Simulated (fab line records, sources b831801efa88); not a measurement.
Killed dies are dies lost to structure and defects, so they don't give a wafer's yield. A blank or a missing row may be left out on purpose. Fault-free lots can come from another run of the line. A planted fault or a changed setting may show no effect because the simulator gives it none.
fab line records    flow gf180mcu
record lots=6  wafers=18  last-day=34
route steps=602 shown MIM@520 M5@526
lots that met no fault: from a run of the same line without faults
start-h: hours from the record's first day to the start of the lot's first wafer shown    wait-h: hours since the lot's step before    " as in the row above    L1.1+2: a single row standing in for several wafers    - value missing, or start not given    * or withheld: withheld    < > ~ a bound
route shown NAME@n: NAME is a module with steps in the file, n the number in the route of the first one    usual: mean/standard deviation taken from wafers without a fault    same: alike in all rows    chamber/n: place in a boat    sites: each site's reading    _std_site: standard deviation of those values    _edge_site: outer sites' mean less inner sites'    radius-mm: how far each site lies from the wafer's centre    mask NAME#n: copy n    behind: the last tool/chamber to shape the wafer    hold: reason for holding the lot/hours on hold/outcome of the hold    device: transistor that didn't switch, given as n, p or np    end of line: at the end of the route, the tests of the same wafers    where a step has no rows: the recipe by itself    killed: dies lost to structure and defects at the first sort, not the wafer's yield    map: shows each die of a wafer: x if killed, . if not, _ if none is there
set.NAME: the setting as run; set.NAME@STEP: as run at that earlier step    model.NAME: the simulator's own value behind a step, which no gauge read
lots seen at some steps along the route; tables by step, rows by wafer
services: when a tool's chamber went out of use (start-h, in hours from the record's first day, below 0 if earlier), for how many hours, and the reason
## steps
# step GF_MIM_PEB_17
# recipe temp-c=withheld  time-s=*  resist=NOVOLAK
# step GF_MIM_DEVELOP_18
# recipe develop-time-s=60  dev-temp-c=23
# step GF_MIM_METAL_ETCH_19
# recipe chemistry=Cl2/BCl3  mask-material=NOVOLAK  stop-on=Si3N4  target-depth-nm=324.5  pressure-mtorr=8  icp-w=800  bias-w=140  Cl2_flow_sccm=80  bcl3-flow-sccm=40  time-s=54.1
# usual drypump-motor-current-A=5.6/0.34  oes-product-au=0.943/0.0061  throttle-valve-pct=28.282/0.01
# same time-s=54.1
lot.wafer  tool          chamber  start-h  wait-h  drypump-motor-current-A  oes-product-au  rf-hours-counter-h  throttle-valve-pct
L709.3     rie-metal-01  0        588.03   0.1     5.8                      0.953           -                   28.269
L709.4     "             1        "        "       5.4                      0.942           -                   28.261
L709.6     "             0        "        "       5.8                      0.951           -                   28.281
L716.1     rie-metal-02  1        652.03   0.1     5.8                      0.937           8                   28.288
L716.2     "             0        "        "       6.1                      0.950           9                   28.284
L716.4     "             1        "        "       5.8                      0.942           -                   28.284
L722.3     rie-metal-01  1        702.87   0.1     5.5                      0.936           -                   28.290
L722.4     "             1        "        "       5.5                      0.936           -                   28.286
L722.5     "             1        "        "       5.5                      0.943           -                   28.290
L723.2     rie-metal-02  0        703.93   0.1     6.1                      0.934           11                  28.290
L723.3     "             1        "        "       5.8                      0.938           -                   28.292
L723.6     "             0        "        "       6.0                      0.947           -                   28.282
L728.2     rie-metal-03  1        733.45   0.1     5.1                      0.950           -                   28.266
L728.4     "             1        "        "       5.1                      0.953           -                   28.277
L728.6     "             1        "        "       5.1                      0.954           -                   28.282
L731.3     rie-metal-02  0        747.20   0.1     6.1                      0.948           -                   28.288
L731.4     "             1        "        "       5.8                      0.949           -                   28.274
L731.5     "             1        "        "       5.8                      0.949           -                   28.264
# step GF_MIM_STRIP_20
# recipe chemistry=O2/N2  power-w=1400  pressure-mtorr=1500  platen-temp-c=250  o2-flow-sccm=3000  n2-flow-sccm=300  overash-fraction=0.5
# usual drypump-motor-current-A=5.7/0.42  heater-power-w=316/31  oes-product-au=0.692/0.0049  strip-time-to-endpoint-s=11.24/0.044
lot.wafer  tool             chamber  start-h  wait-h  drypump-motor-current-A  heater-power-w  oes-product-au  rf-hours-counter-h  strip-time-to-endpoint-s
L709.3     plasma-asher-01  0        588.11   0.1     5.4                      297             0.697           -                   11.26
L709.4     "                1        "        "       4.8                      318             0.699           -                   11.27
L709.6     "                1        "        "       4.8                      322             0.699           -                   11.28
L716.1     plasma-asher-01  1        652.10   0.0     4.8                      321             0.685           92                  11.21
L716.2     "                0        "        "       5.4                      306             0.701           92                  11.23
L716.4     "                0        "        "       5.4                      305             0.694           -                   11.25
L722.3     plasma-asher-02  1        703.00   0.1     6.1                      316             0.689           -                   11.23
L722.4     "                0        "        "       5.6                      336             0.690           -                   11.21
L722.5     "                1        "        "       6.1                      316             0.697           -                   11.28
L723.2     plasma-asher-02  0        704.00   0.0     5.6                      345             0.687           29                  11.17
L723.3     "                0        "        "       5.6                      340             0.694           -                   11.19
L723.6     "                0        "        "       5.6                      339             0.692           -                   11.23
L728.2     plasma-asher-03  1        733.57   0.1     5.4                      245             0.699           100                 11.20
L728.4     "                0        "        "       6.1                      342             0.689           -                   11.23
L728.6     "                1        "        "       5.4                      248             0.685           -                   11.26
L731.3     plasma-asher-01  0        747.28   0.1     5.4                      297             0.692           -                   11.18
L731.4     "                1        "        "       4.8                      324             0.684           -                   11.18
L731.5     "                0        "        "       5.3                      303             0.689           -                   11.20
# step GF_MIM_STRIP_21
# recipe chemistry=post-etch-residue-remover  time-s=1200  temp-c=72.5
# step GF_MIM_CLEAN_22
# recipe chemistry=DIW  dry=n2-spin
# step GF_M5_DEHYDRATE_00
# recipe temp-c=200  time-s=60
# step GF_M5_HMDS_01
# recipe prime-time-s=60  prime-temp-c=120
# step GF_M5_COAT_02
# recipe resist=KrF  spin-rpm=withheld  resist-thk-nm=1000
# step GF_M5_SOFTBAKE_03
# recipe temp-c=130  time-s=60  resist=KrF
# step GF_M5_EXPOSE_04
# recipe mask-id=Metal5  target-cd-nm=280  na=0.68  source-shape=conventional  sigma-outer=0.6  dose-mj=28.55
# step GF_M5_PEB_05
# recipe peb-temp-c=135  peb-time-s=90  resist=KrF
# step GF_M5_DEVELOP_06
# recipe develop-time-s=60  dev-temp-c=21
# usual chill-plate-temp-C=23.00/0.12  develop-time-s=60/0
lot.wafer  tool            chamber  start-h  wait-h  chill-plate-temp-C  develop-time-s  model.KrF_of_M5_COAT_02.thk-nm
L709.3     litho-track-04  0        608.97   0.1     22.99               60              984.7
L709.4     "               0        "        "       22.86               60              982.4
L709.6     "               0        "        "       23.04               60              982.3
L716.1     litho-track-04  0        672.12   0.2     23.01               60              985.8
L716.2     "               0        "        "       23.04               60              987.5
L716.4     "               0        "        "       22.93               60              987.3
L722.3     litho-track-04  -        721.32   0.1     -                   -               1001
L722.4     "               -        "        "       -                   -               1003
L722.5     "               -        "        "       -                   -               1003
L723.2     litho-track-01  -        722.01   0.2     -                   -               999.1
L723.3     "               -        "        "       -                   -               999.8
L723.6     "               -        "        "       -                   -               998.5
L728.2     litho-track-01  0        750.50   0.2     22.94               60              984.3
L728.4     "               0        "        "       22.96               60              986.3
L728.6     "               0        "        "       22.97               60              985.7
L731.3     litho-track-01  0        763.08   0.1     22.98               60              984.8
L731.4     "               0        "        "       22.99               60              978.2
L731.5     "               0        "        "       22.92               60              983.2
# step GF_M5_CD_MEAS_07
# recipe target-cd-nm=280
# usual cd-nm=280.1/1.1
lot.wafer  tool       chamber  start-h  wait-h  cd-nm
L709.3     cd-sem-02  -        609.11   0.1     282.6
L709.4     "          -        "        "       280.3
L709.6     "          -        "        "       280.2
L716.1     cd-sem-02  -        672.27   0.1     281.0
L716.2     "          -        "        "       280.7
L716.4     "          -        "        "       281.3
L722.3     cd-sem-02  -        721.46   0.1     -
L722.4     "          -        "        "       -
L722.5     "          -        "        "       -
L723.2     cd-sem-02  -        722.15   0.1     -
L723.3     "          -        "        "       -
L723.6     "          -        "        "       -
L728.2     cd-sem-01  -        750.65   0.1     280.0
L728.4     "          -        "        "       281.6
L728.6     "          -        "        "       280.4
L731.3     cd-sem-01  -        763.22   0.1     279.7
L731.4     "          -        "        "       278.8
L731.5     "          -        "        "       278.2
## services
tool             chamber  start-h  hours  kind
rie-metal-03     1        588.77   -      clean
rie-metal-03     1        588.77   14.4   scheduled-down
rie-metal-03     1        588.77   14.4   vent-cycle
rie-metal-03     0        620.15   7.9    repair
rie-metal-01     1        644.12   10.4   repair
rie-metal-02     -        675.17   0.6    repair
rie-metal-01     0        681.73   -      clean
rie-metal-01     0        681.73   24.4   scheduled-down
rie-metal-01     0        681.73   24.4   vent-cycle
plasma-asher-02  -        693.74   1.0    repair
plasma-asher-02  -        700.73   2.1    repair
plasma-asher-02  -        716.13   19.1   repair
rie-metal-03     0        728.76   56.1   repair
litho-track-01   -        728.94   -      consumable-replace:filter
plasma-asher-03  -        733.75   9.0    pm
plasma-asher-03  0        733.75   9.0    vent-cycle
plasma-asher-03  1        733.75   9.0    vent-cycle
plasma-asher-03  0        742.75   -      clean
plasma-asher-03  1        742.75   -      clean
plasma-asher-03  -        746.59   28.1   pm
## key
first-sign step=GF_M5_DEVELOP_06  reading=tool-record  direction=missing
effect none on later readings
model-effect step=GF_M5_DEVELOP_06  value=KrF_of_M5_COAT_02.thk-nm  without=985.8  struck=1001
met-at GF_M5_DEVELOP_06
struck-wafers L722.3,L722.4,L722.5,L723.2,L723.3,L723.6
later-rows-left-out L722.3,L722.4,L722.5,L723.2,L723.3,L723.6
sort-left-out L722.3,L722.4,L722.5,L723.2,L723.3,L723.6
onset-between 672.12 721.32
fault kind=skipped-step-whole  tool=litho-track-01,litho-track-04  chamber=-  onset-h=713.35  steps=GF_M5_DEVELOP_06  scope=struck-lots-only
# sort-left-out: the simulated sort isn't trusted on such a fault, so these wafers' sort isn't shown, and their yield isn't known
# later-rows-left-out: the simulator's readings of these wafers behind a module that went badly wrong aren't trusted and aren't shown, but for the sort
